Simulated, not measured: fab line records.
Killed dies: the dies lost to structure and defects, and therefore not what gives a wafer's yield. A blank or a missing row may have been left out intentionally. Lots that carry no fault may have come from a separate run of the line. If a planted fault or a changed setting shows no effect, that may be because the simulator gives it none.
Struck lot and sound lot, side by side	flow sky130	42 out of 708 route steps
Sound: these wafers, L411.3, L411.4, L411.6. Struck: wafers L425.2, L425.4, L425.5. The cause is given at the end.
Each step with rows lists, per side, the tool, then ch with its chambers, then its first start. Under that, the readings that differ: sound wafers	struck wafers	difference of the means	sigmas: that difference in standard deviations of wafers without a fault.
alike: readings whose means differ by less than 2 such deviations, and words and numbers that are the same on both sides. not compared: withheld readings, readings that some wafer has no value for, bounds like >300 that may hide the same value, and numbers for which the record gives no deviation and whose values overlap.
A row with sigmas, a row that says differs or no value, or rows on one side alone: a step with any of these is where the two part. Numbers that don't overlap but have no deviation are shown without sigmas and don't part them. A reading missing from all wafers of one side parts the sides only when that side holds two or more wafers.

first, 2 steps without rows for these wafers: SKY_NWELL_PEB_08; SKY_NWELL_DEVELOP_09 (develop time 60 s).
SKY_NWELL_OVL_MEAS_10:
  sound on overlay-02 at day 6 03:39; struck on overlay-01 at day 9 16:58
  alike: NWELL_00_OVL
then, 3 steps without rows for these wafers: SKY_NWELL_IMPLANT_11; SKY_NWELL_IMPLANT_12; SKY_NWELL_IMPLANT_13.
SKY_NWELL_STRIP_14: strips in O2/N2.
  sound on plasma-asher-02 ch 0,1, day 6 04:10; struck on plasma-asher-03 ch 0,1, day 9 17:26
  alike: drypump-motor-current-A, oes-product-au, strip-time-to-endpoint-s
  not compared: rf-hours-counter-h
SKY_NWELL_TW_MEAS_15:
  sound on film-metro-01 at day 6 04:14; struck on film-metro-04 at day 9 17:33
  alike: NWELL_TW
then, 4 steps without rows for these wafers: SKY_NWELL_DEHYDRATE_16 (time 60 s); SKY_NWELL_HMDS_17 (prime time 60 s); SKY_NWELL_COAT_18 (resist thk 3000 nm); SKY_NWELL_SOFTBAKE_19.
SKY_NWELL_EXPOSE_20: exposes mask NWM COMPLEMENT, target cd 840 nm.
  sound on iline-stepper-01 ch 0, day 6 13:22; struck on iline-stepper-01 ch 0, day 10 05:23
  alike: mask, exposure-dose-mJ-cm2, stage-vel-mm-s
then, 2 steps without rows for these wafers: SKY_NWELL_PEB_21; SKY_NWELL_DEVELOP_22 (develop time 60 s).
SKY_NWELL_OVL_MEAS_23:
  sound on overlay-02 at day 6 21:58; struck on overlay-01 at day 10 16:59
  alike: NWELL_01_OVL
after that, 1 step had no rows for these wafers: SKY_NWELL_IMPLANT_24.
SKY_NWELL_STRIP_25: strips in O2/N2.
  sound on plasma-asher-03 ch 0,1, day 6 22:10; struck on plasma-asher-02 ch 0,1, day 10 17:10
reading	sound	struck	difference	sigmas
strip-time-to-endpoint-s (s)	36.98 36.97 37.03	36.81 36.77 36.77	-0.21	-2
  alike: drypump-motor-current-A, oes-product-au
  not compared: rf-hours-counter-h
SKY_NWELL_TW_MEAS_26:
  sound on film-metro-03 at day 6 22:16; struck on film-metro-01 at day 10 17:17
reading	sound	struck	difference	sigmas
NWELL_2_TW	483 484 485	497 495 495	+12	+2
then, 1 step without rows for these wafers: SKY_NWELL_CLEAN_27 (cleans in SC1/SC2, time 150 s).
SKY_NWELL_RTA_28: time 30 s.
  sound on rtp-anneal-01 ch 0, day 6 22:23; struck on rtp-anneal-02 ch 0, day 10 17:23
  alike: lamp-power-pct, wafer_temp_C_max
SKY_NWELL_RS_MEAS_29: measures by four-point-probe.
  sound on film-metro-04 at day 6 22:29; struck on film-metro-04 at day 10 17:30
  alike: NWELL_RS
SKY_NWELL_RS_MEAS_31: measures by four-point-probe.
  sound on film-metro-04 at day 6 22:44; struck on film-metro-04 at day 10 17:44
  alike: PWDE_RS
then, 7 steps without rows for these wafers: SKY_VT_ADJUST_HVTP_DEHYDRATE_00 (time 60 s); SKY_VT_ADJUST_HVTP_HMDS_01 (prime time 60 s); SKY_VT_ADJUST_HVTP_COAT_02 (resist thk 1140 nm); SKY_VT_ADJUST_HVTP_SOFTBAKE_03 (time 60 s); SKY_VT_ADJUST_HVTP_EXPOSE_04 (exposes mask HVTPM, target cd 380 nm); SKY_VT_ADJUST_HVTP_PEB_05; SKY_VT_ADJUST_HVTP_DEVELOP_06 (develop time 60 s).
SKY_VT_ADJUST_HVTP_CD_MEAS_07: target cd 380 nm.
  sound on cd-sem-02 at day 7 17:46; struck on cd-sem-02 at day 11 17:46
  alike: cd-nm
SKY_VT_ADJUST_HVTP_OVL_MEAS_08:
  sound on overlay-02 at day 7 17:52; struck on overlay-02 at day 11 17:52
  alike: VT_ADJUST_HVTP_OVL
after that, 1 step had no rows for these wafers: SKY_VT_ADJUST_HVTP_IMPLANT_09.
SKY_VT_ADJUST_HVTP_STRIP_10: strips in O2/N2.
  sound on plasma-asher-03 ch 0,1, day 7 18:04; struck on plasma-asher-02 ch 0,1, day 11 18:03
  alike: drypump-motor-current-A, oes-product-au, strip-time-to-endpoint-s
  not compared: rf-hours-counter-h
SKY_VT_ADJUST_HVTP_TW_MEAS_11:
  sound on film-metro-02 at day 7 18:10; struck on film-metro-04 at day 11 18:10
  alike: VT_ADJUST_HVTP_TW
then, 6 steps without rows for these wafers: SKY_VT_ADJUST_LVTN_DEHYDRATE_00 (time 60 s); SKY_VT_ADJUST_LVTN_HMDS_01 (prime time 60 s); SKY_VT_ADJUST_LVTN_COAT_02 (resist thk 3000 nm); SKY_VT_ADJUST_LVTN_SOFTBAKE_03; SKY_VT_ADJUST_LVTN_EXPOSE_04 (exposes mask NWM COMPLEMENT LESS NATIVE, target cd 840 nm); SKY_VT_ADJUST_LVTN_PEB_05.
-- here the record skips 39 days between the struck wafers' starts before and after, leaving off in module VT_ADJUST_LVTN and picking up in module PAD_OPEN (first step shown: number 708 of the route) --
SKY_PAD_OPEN_PROBE_99:
  sound on prober-02 at day 47 13:13; struck on prober-02 at day 50 14:17
reading	sound	struck	difference	sigmas
model.etest.res-iso-pwell.width-nm (nm)	2658 2650 2652	2690 2680 2688	+33	
model.etest.res-nwell.width-nm (nm)	842.4 838.8 842.1	819.1 828.3 822.1	-17.9	
  alike: killed_at_M0_to_M3, killed_at_M4_up, killed-at-contacts, killed-at-front-end, killed-at-other, killed-dies, killed-open, killed-short

== WHERE THEY PART ==
Last at SKY_NWELL_TW_MEAS_26 as far as this record goes, first at SKY_NWELL_STRIP_25. Later steps at which nothing parts them and some readings are alike: SKY_NWELL_RTA_28, SKY_NWELL_RS_MEAS_29, SKY_NWELL_RS_MEAS_31, SKY_VT_ADJUST_HVTP_CD_MEAS_07, SKY_VT_ADJUST_HVTP_OVL_MEAS_08, SKY_VT_ADJUST_HVTP_STRIP_10, SKY_VT_ADJUST_HVTP_TW_MEAS_11, SKY_PAD_OPEN_PROBE_99.

WHY: what the simulator had put in
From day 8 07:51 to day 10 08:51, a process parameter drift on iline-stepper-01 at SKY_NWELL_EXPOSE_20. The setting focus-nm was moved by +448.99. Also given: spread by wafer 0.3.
